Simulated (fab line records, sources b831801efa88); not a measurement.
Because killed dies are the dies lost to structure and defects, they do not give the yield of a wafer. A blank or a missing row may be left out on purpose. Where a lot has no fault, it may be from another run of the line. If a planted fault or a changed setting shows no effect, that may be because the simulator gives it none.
fab line records ; flow gf180mcu
record: lots: 12; wafers: 36; last-day: 34
route steps=602 shown NWELL@52 LVPWELL@62 VT_IMPLANT@132 HV_LDD@199
lots untouched by any fault: they come from a run of this same line in which no faults occurred
start-h: hours from the record's first day to the start of the lot's first wafer shown ; wait-h: hours since the lot's step before ; " as in the row above ; L1.1+2: a row that stands for several wafers ; - value missing, or start not given ; * or withheld: withheld ; < > ~ a bound
route shown NAME@n: names a module that has steps shown in the file, with the first one's number in the route ; usual: mean and standard deviation over wafers with no fault ; same: alike in all rows ; chamber/n: place in a boat ; sites: each site's reading ; _std_site: how widely they spread, as a standard deviation ; _edge_site: mean of outer sites minus mean of inner sites ; radius-mm: how far each site lies from the wafer's centre ; mask NAME#n: copy n ; behind: the most recent tool/chamber to have shaped the wafer ; hold: reason for holding the lot/hours on hold/outcome of the hold ; device: names the non-switching transistor (n, p or np) ; end of line: the same wafers' tests at the end of the route ; step lacking rows: just its recipe ; killed: the dies lost at the first sort to structure and to defects; this is not the yield of the wafer ; map: per-die view of a wafer (x killed, . not killed, _ where there is no die)
set.NAME: the setting the step ran with; set.NAME@STEP: the setting that earlier step ran with ; model.NAME: the simulator's own value behind a step, which no gauge read
the route's steps for a sample of lots (tables are steps, rows are wafers)
services: the hour from which a tool's chamber was out of use, counted from the record's first day as start-h (under 0 if before that day), plus the number of hours and why
== steps ==
step: GF_NWELL_STRIP_10
recipe: chemistry: O2/N2; power-w: 1400; pressure-mtorr: 1500; platen-temp-c: 250; o2-flow-sccm: 3000; n2-flow-sccm: 300; overash-fraction: 0.5
usual: drypump-motor-current-A: 6.0/0.44; heater-power-w: 333/43; oes-product-au: 0.722/0.0044; strip-time-to-endpoint-s: 36.97/0.098
lot.wafer;tool;chamber;start-h;wait-h;drypump-motor-current-A;heater-power-w;oes-product-au;rf-hours-counter-h;strip-time-to-endpoint-s
L941.2;plasma-asher-02;1;65.19;0.1;5.3;359;0.716;40;36.90
L941.4;plasma-asher-02;1;65.19;0.1;5.3;362;0.728;-;36.91
L941.6;plasma-asher-02;1;65.19;0.1;5.3;356;0.722;-;36.89
L942.2;plasma-asher-02;1;71.24;0.1;5.3;348;0.718;41;36.94
L942.3;plasma-asher-02;0;71.24;0.1;6.1;344;0.725;-;37.04
L942.5;plasma-asher-02;0;71.24;0.1;6.1;340;0.728;-;37.07
L948.1;plasma-asher-04;0;104.71;0.1;5.8;422;0.719;45;36.92
L948.5;plasma-asher-04;1;104.71;0.1;5.9;279;0.718;-;36.79
L948.6;plasma-asher-04;0;104.71;0.1;5.8;415;0.725;-;36.89
L950.2;plasma-asher-03;0;116.26;0.1;6.4;288;0.720;31;36.94
L950.4;plasma-asher-03;0;116.26;0.1;6.4;298;0.726;-;36.97
L950.5;plasma-asher-03;1;116.26;0.1;6.6;304;0.726;-;37.04
L951.2;plasma-asher-03;1;120.69;0.1;6.6;293;0.729;32;37.11
L951.5;plasma-asher-03;1;120.69;0.1;6.6;299;0.727;-;37.07
L951.6;plasma-asher-03;0;120.69;0.1;6.4;289;0.727;-;37.09
L952.2;plasma-asher-02;1;124.79;0.1;5.3;356;0.724;1;36.88
L952.4;plasma-asher-02;1;124.79;0.1;5.3;367;0.724;-;36.83
L952.5;plasma-asher-02;1;124.79;0.1;5.3;363;0.721;-;36.88
L953.1;plasma-asher-04;1;132.66;0.1;5.9;289;0.723;46;37.03
L953.3;plasma-asher-04;1;132.66;0.1;5.9;290;0.717;-;36.82
L953.5;plasma-asher-04;0;132.66;0.1;5.8;422;0.722;-;36.98
L955.1;plasma-asher-03;0;141.21;0.1;6.4;295;0.718;34;36.95
L955.2;plasma-asher-03;1;141.21;0.1;6.6;304;0.720;34;36.99
L955.3;plasma-asher-03;0;141.21;0.1;6.4;286;0.716;-;36.94
L956.2;plasma-asher-04;0;148.19;0.1;5.8;418;0.720;48;36.89
L956.3;plasma-asher-04;1;148.19;0.1;5.9;276;0.723;-;36.99
L956.5;plasma-asher-04;1;148.19;0.1;5.9;284;0.723;-;37.11
L958.1;plasma-asher-02;0;158.44;0.1;6.1;329;0.721;4;37.09
L958.5;plasma-asher-02;0;158.44;0.1;6.1;320;0.727;-;36.86
L958.6;plasma-asher-02;1;158.44;0.1;5.3;363;0.725;-;36.88
L959.1;plasma-asher-04;1;165.34;0.1;5.9;290;0.734;49;37.03
L959.3;plasma-asher-04;0;165.34;0.1;5.8;417;0.730;-;36.92
L959.6;plasma-asher-04;1;165.34;0.1;5.9;288;0.723;-;36.96
L962.1;plasma-asher-04;0;180.81;0.1;5.8;426;0.724;51;37.11
L962.4;plasma-asher-04;0;180.81;0.1;5.8;421;0.728;-;37.09
L962.6;plasma-asher-04;0;180.81;0.1;5.8;422;0.735;-;37.10
step: GF_LVPWELL_IMPLANT_08
recipe: species: B; energy-kev: 170; dose-cm2: 1.5e+13; tilt-deg: 0
usual: dose-ions-cm2: 1.4999e+13/1.6e+10; faraday-current-uA: 84.7/1.7
lot.wafer;tool;chamber;start-h;wait-h;dose-ions-cm2;faraday-current-uA
L941.2;implanter-04;0;78.66;0.0;1.5e+13;85.2
L941.4;implanter-04;0;78.66;0.0;1.4991e+13;85.7
L941.6;implanter-04;0;78.66;0.0;1.4987e+13;84.0
L942.2;implanter-04;0;85.43;0.0;1.4982e+13;84.6
L942.3;implanter-04;0;85.43;0.0;1.499e+13;84.9
L942.5;implanter-04;0;85.43;0.0;1.4977e+13;84.1
L948.1;implanter-03;0;118.69;0.0;6.0236e+13;326.3
L948.5;implanter-03;0;118.69;0.0;6.0239e+13;339.1
L948.6;implanter-03;0;118.69;0.0;6.0258e+13;347.9
L950.2;implanter-03;0;130.98;0.0;6.0228e+13;348.8
L950.4;implanter-03;0;130.98;0.0;6.0254e+13;340.9
L950.5;implanter-03;0;130.98;0.0;6.0235e+13;336.3
L951.2;implanter-02;0;134.88;0.0;1.5009e+13;85.8
L951.5;implanter-02;0;134.88;0.0;1.5022e+13;82.3
L951.6;implanter-02;0;134.88;0.0;1.5004e+13;84.5
L952.2;implanter-02;0;139.28;0.0;1.498e+13;85.9
L952.4;implanter-02;0;139.28;0.0;1.4984e+13;85.0
L952.5;implanter-02;0;139.28;0.0;1.4985e+13;81.7
L953.1;implanter-04;0;147.54;0.0;1.5e+13;83.1
L953.3;implanter-04;0;147.54;0.0;1.4987e+13;86.5
L953.5;implanter-04;0;147.54;0.0;1.5035e+13;85.9
L955.1;implanter-02;0;157.21;0.0;1.4989e+13;86.2
L955.2;implanter-02;0;157.21;0.0;1.5001e+13;87.5
L955.3;implanter-02;0;157.21;0.0;1.4999e+13;82.7
L956.2;implanter-04;0;164.72;0.0;1.4994e+13;82.5
L956.3;implanter-04;0;164.72;0.0;1.4998e+13;87.5
L956.5;implanter-04;0;164.72;0.0;1.5011e+13;87.2
L958.1;implanter-02;0;174.44;0.0;1.5007e+13;82.4
L958.5;implanter-02;0;174.44;0.0;1.5019e+13;83.7
L958.6;implanter-02;0;174.44;0.0;1.5003e+13;82.2
L959.1;implanter-02;0;181.46;0.0;1.5e+13;83.5
L959.3;implanter-02;0;181.46;0.0;1.4998e+13;82.5
L959.6;implanter-02;0;181.46;0.0;1.5014e+13;87.8
L962.1;implanter-03;0;197.44;0.0;1.5011e+13;84.4
L962.4;implanter-03;0;197.44;0.0;1.4993e+13;86.6
L962.6;implanter-03;0;197.44;0.0;1.5017e+13;81.6
step: GF_LVPWELL_TW_MEAS_11
usual: LVPWELL_TW: 558/3.9
lot.wafer;tool;chamber;start-h;wait-h;LVPWELL_TW
L941.2;film-metro-04;-;79.05;0.1;562
L941.4;film-metro-04;-;79.05;0.1;560
L941.6;film-metro-04;-;79.05;0.1;565
L942.2;film-metro-02;-;85.82;0.1;556
L942.3;film-metro-02;-;85.82;0.1;556
L942.5;film-metro-02;-;85.82;0.1;560
L948.1;film-metro-01;-;119.09;0.1;823
L948.5;film-metro-01;-;119.09;0.1;820
L948.6;film-metro-01;-;119.09;0.1;822
L950.2;film-metro-04;-;131.37;0.1;828
L950.4;film-metro-04;-;131.37;0.1;829
L950.5;film-metro-04;-;131.37;0.1;828
L951.2;film-metro-01;-;135.27;0.1;562
L951.5;film-metro-01;-;135.27;0.1;563
L951.6;film-metro-01;-;135.27;0.1;560
L952.2;film-metro-01;-;139.67;0.1;557
L952.4;film-metro-01;-;139.67;0.1;559
L952.5;film-metro-01;-;139.67;0.1;560
L953.1;film-metro-04;-;147.94;0.1;560
L953.3;film-metro-04;-;147.94;0.1;563
L953.5;film-metro-04;-;147.94;0.1;558
L955.1;film-metro-02;-;157.61;0.1;557
L955.2;film-metro-02;-;157.61;0.1;556
L955.3;film-metro-02;-;157.61;0.1;557
L956.2;film-metro-04;-;165.10;0.1;561
L956.3;film-metro-04;-;165.10;0.1;562
L956.5;film-metro-04;-;165.10;0.1;559
L958.1;film-metro-02;-;174.84;0.1;550
L958.5;film-metro-02;-;174.84;0.1;553
L958.6;film-metro-02;-;174.84;0.1;549
L959.1;film-metro-02;-;181.86;0.1;551
L959.3;film-metro-02;-;181.86;0.1;553
L959.6;film-metro-02;-;181.86;0.1;550
L962.1;film-metro-04;-;197.84;0.1;559
L962.4;film-metro-04;-;197.84;0.1;557
L962.6;film-metro-04;-;197.84;0.1;556
step: GF_VT_IMPLANT_STRIP_42
recipe: chemistry: O2/N2; power-w: 1400; pressure-mtorr: 1500; platen-temp-c: 250; o2-flow-sccm: 3000; n2-flow-sccm: 300; overash-fraction: 0.5
usual: drypump-motor-current-A: 6.1/0.41; heater-power-w: 329/49; oes-product-au: 0.716/0.0045; strip-time-to-endpoint-s: 12.62/0.035
lot.wafer;tool;chamber;start-h;wait-h;drypump-motor-current-A;heater-power-w;oes-product-au;rf-hours-counter-h;strip-time-to-endpoint-s
L941.2;plasma-asher-03;0;168.36;0.1;6.4;290;0.710;37;12.61
L941.4;plasma-asher-03;1;168.36;0.1;6.6;300;0.715;-;12.61
L941.6;plasma-asher-03;0;168.36;0.1;6.4;287;0.717;-;12.61
L942.2;plasma-asher-03;0;174.54;0.1;6.4;295;0.709;37;12.65
L942.3;plasma-asher-03;0;174.54;0.1;6.4;291;0.714;-;12.65
L942.5;plasma-asher-03;0;174.54;0.1;6.4;289;0.718;-;12.65
L948.1;plasma-asher-02;0;217.19;0.1;6.1;328;0.716;9;12.61
L948.5;plasma-asher-02;1;217.19;0.1;5.3;362;0.715;-;12.67
L948.6;plasma-asher-02;0;217.19;0.1;6.1;319;0.721;-;12.62
L950.2;plasma-asher-02;0;229.66;0.1;6.1;321;0.714;10;12.56
L950.4;plasma-asher-02;1;229.66;0.1;5.3;370;0.717;-;12.53
L950.5;plasma-asher-02;0;229.66;0.1;6.1;332;0.719;-;12.58
L951.2;plasma-asher-03;1;235.71;0.1;6.6;307;0.718;44;12.65
L951.5;plasma-asher-03;1;235.71;0.1;6.6;304;0.715;-;12.62
L951.6;plasma-asher-03;0;235.71;0.1;6.4;289;0.725;-;12.63
L952.2;plasma-asher-03;0;239.91;0.1;6.4;286;0.722;45;12.62
L952.4;plasma-asher-03;0;239.91;0.1;6.4;287;0.720;-;12.63
L952.5;plasma-asher-03;0;239.91;0.1;6.4;287;0.719;-;12.64
L953.1;plasma-asher-04;0;252.01;0.1;5.8;410;0.719;59;12.65
L953.3;plasma-asher-04;1;252.01;0.1;5.9;288;0.724;-;12.64
L953.5;plasma-asher-04;1;252.01;0.1;5.9;288;0.712;-;12.66
L955.1;plasma-asher-02;0;264.01;0.1;6.1;329;0.721;13;12.65
L955.2;plasma-asher-02;1;264.01;0.1;5.3;359;0.720;13;12.69
L955.3;plasma-asher-02;0;264.01;0.1;6.1;333;0.704;-;12.66
L956.2;plasma-asher-02;0;272.94;0.1;6.1;322;0.713;14;12.63
L956.3;plasma-asher-02;1;272.94;0.1;5.3;364;0.717;-;12.65
L956.5;plasma-asher-02;0;272.94;0.1;6.1;328;0.712;-;12.63
L958.1;plasma-asher-04;1;283.90;0.1;5.9;288;0.718;63;12.60
L958.5;plasma-asher-04;0;283.90;0.1;5.8;416;0.713;-;12.65
L958.6;plasma-asher-04;1;283.90;0.1;5.9;285;0.720;-;12.66
L959.1;plasma-asher-04;1;292.49;0.1;5.9;289;0.715;64;12.60
L959.3;plasma-asher-04;0;292.49;0.1;5.8;411;0.713;-;12.67
L959.6;plasma-asher-04;0;292.49;0.1;5.8;423;0.723;-;12.60
L962.1;plasma-asher-02;1;309.91;0.1;5.3;372;0.711;18;12.61
L962.4;plasma-asher-02;0;309.91;0.1;6.0;333;0.711;-;12.62
L962.6;plasma-asher-02;0;309.91;0.1;6.1;325;0.722;-;12.62
step: GF_VT_IMPLANT_RS_MEAS_48
recipe: thk-meas-gauge: four-point-probe
usual: LVPWELL_RS: 1197/3
lot.wafer;tool;chamber;start-h;wait-h;LVPWELL_RS[ohm/sq]
L941.2;film-metro-02;-;168.93;0.1;1201
L941.4;film-metro-02;-;168.93;0.1;1198
L941.6;film-metro-02;-;168.93;0.1;1196
L942.2;film-metro-04;-;175.11;0.1;1192
L942.3;film-metro-04;-;175.11;0.1;1191
L942.5;film-metro-04;-;175.11;0.1;1191
L948.1;film-metro-01;-;217.74;0.1;586
L948.5;film-metro-01;-;217.74;0.1;586
L948.6;film-metro-01;-;217.74;0.1;584
L950.2;film-metro-01;-;230.24;0.1;584
L950.4;film-metro-01;-;230.24;0.1;586
L950.5;film-metro-01;-;230.24;0.1;586
L951.2;film-metro-01;-;236.28;0.1;1193
L951.5;film-metro-01;-;236.28;0.1;1194
L951.6;film-metro-01;-;236.28;0.1;1198
L952.2;film-metro-02;-;240.49;0.1;1202
L952.4;film-metro-02;-;240.49;0.1;1203
L952.5;film-metro-02;-;240.49;0.1;1201
L953.1;film-metro-02;-;252.59;0.1;1199
L953.3;film-metro-02;-;252.59;0.1;1196
L953.5;film-metro-02;-;252.59;0.1;1196
L955.1;film-metro-02;-;264.57;0.1;1198
L955.2;film-metro-02;-;264.57;0.1;1197
L955.3;film-metro-02;-;264.57;0.1;1197
L956.2;film-metro-01;-;273.51;0.1;1193
L956.3;film-metro-01;-;273.51;0.1;1192
L956.5;film-metro-01;-;273.51;0.1;1194
L958.1;film-metro-01;-;284.45;0.1;1199
L958.5;film-metro-01;-;284.45;0.1;1199
L958.6;film-metro-01;-;284.45;0.1;1197
L959.1;film-metro-04;-;293.04;0.1;1201
L959.3;film-metro-04;-;293.04;0.1;1202
L959.6;film-metro-04;-;293.04;0.1;1201
L962.1;film-metro-04;-;310.46;0.1;1196
L962.4;film-metro-04;-;310.46;0.1;1195
L962.6;film-metro-04;-;310.46;0.1;1195
step: GF_HV_LDD_TW_MEAS_23
usual: HV_LDD_2_TW: 1059/6.2
lot.wafer;tool;chamber;start-h;wait-h;HV_LDD_2_TW
L941.2;film-metro-01;-;247.94;0.1;1057
L941.4;film-metro-01;-;247.94;0.1;1062
L941.6;film-metro-01;-;247.94;0.1;1059
L942.2;film-metro-01;-;250.14;0.1;1064
L942.3;film-metro-01;-;250.14;0.1;1062
L942.5;film-metro-01;-;250.14;0.1;1065
L948.1;film-metro-04;-;300.05;0.1;1050
L948.5;film-metro-04;-;300.05;0.1;1049
L948.6;film-metro-04;-;300.05;0.1;1051
L950.2;film-metro-04;-;319.69;0.1;1056
L950.4;film-metro-04;-;319.69;0.1;1063
L950.5;film-metro-04;-;319.69;0.1;1058
L951.2;film-metro-04;-;323.34;0.1;1062
L951.5;film-metro-04;-;323.34;0.1;1058
L951.6;film-metro-04;-;323.34;0.1;1057
L952.2;film-metro-01;-;327.06;0.1;1064
L952.4;film-metro-01;-;327.06;0.1;1069
L952.5;film-metro-01;-;327.06;0.1;1064
L953.1;film-metro-04;-;342.08;0.1;1054
L953.3;film-metro-04;-;342.08;0.1;1053
L953.5;film-metro-04;-;342.08;0.1;1059
L955.1;film-metro-04;-;356.33;0.1;1052
L955.2;film-metro-04;-;356.33;0.1;1051
L955.3;film-metro-04;-;356.33;0.1;1055
L956.2;film-metro-04;-;368.43;0.1;1064
L956.3;film-metro-04;-;368.43;0.1;1064
L956.5;film-metro-04;-;368.43;0.1;1063
L958.1;film-metro-01;-;378.72;0.1;1068
L958.5;film-metro-01;-;378.72;0.1;1073
L958.6;film-metro-01;-;378.72;0.1;1072
L959.1;film-metro-04;-;389.32;0.1;1043
L959.3;film-metro-04;-;389.32;0.1;1051
L959.6;film-metro-04;-;389.32;0.1;1051
L962.1;film-metro-04;-;406.93;0.1;1059
L962.4;film-metro-04;-;406.93;0.1;1047
L962.6;film-metro-04;-;406.93;0.1;1055
== services ==
tool;chamber;start-h;hours;kind
plasma-asher-04;-;56.73;15.6;pm
plasma-asher-02;-;73.15;1.3;repair
plasma-asher-04;-;93.43;3.9;repair
plasma-asher-02;-;108.75;9.0;pm
plasma-asher-02;0;108.75;9.0;vent-cycle
plasma-asher-02;1;108.75;9.0;vent-cycle
plasma-asher-04;-;109.79;14.6;pm
plasma-asher-02;0;117.75;-;clean
plasma-asher-02;1;117.75;-;clean
implanter-03;-;125.36;5.2;repair
plasma-asher-03;-;126.86;0.8;repair
plasma-asher-02;-;171.07;15.6;pm
implanter-03;-;180.94;4.2;repair
plasma-asher-04;-;201.37;0.8;repair
plasma-asher-02;-;207.95;2.8;pm
implanter-03;-;219.82;7.9;repair
plasma-asher-02;-;222.97;3.9;repair
implanter-04;-;254.76;10.5;repair
implanter-02;-;291.25;5.2;repair
== key ==
first-sign: step: GF_LVPWELL_IMPLANT_08; reading: dose-ions-cm2; direction: up; sigmas: 99+; usual: 1.4999e+13; struck: 6.0242e+13
effect: step: GF_LVPWELL_IMPLANT_08; reading: faraday-current-uA; direction: up; sigmas: 99+; usual: 84.7; struck: 339.9
effect: step: GF_LVPWELL_TW_MEAS_11; reading: LVPWELL_TW; direction: up; sigmas: 69; usual: 558; struck: 825
effect: step: GF_VT_IMPLANT_RS_MEAS_48; reading: LVPWELL_RS; direction: down; sigmas: 99+; usual: 1197; struck: 585
met-at GF_LVPWELL_IMPLANT_08
struck-lots L948,L950
tester-left-out L948,L950
not-acting-at GF_NWELL_STRIP_10,GF_VT_IMPLANT_STRIP_42,GF_HV_LDD_TW_MEAS_23
fault: kind: process-parameter-drift; tool: implanter-03; chamber: -; onset-h: 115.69; steps: GF_LVPWELL_IMPLANT_08; channel: dose-cm2; offset: 4.5237e+13; shape: step; end-h: 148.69; acts-in: these-recipes-only; stated: 1.5e+13
tester-left-out: of these lots the tester's yield and bins aren't shown, on N5 and GAA mostly nor the transistor test; their killed dies are dies lost to structure and defects alone, not to doping, threshold or leakage, so they don't give the yield
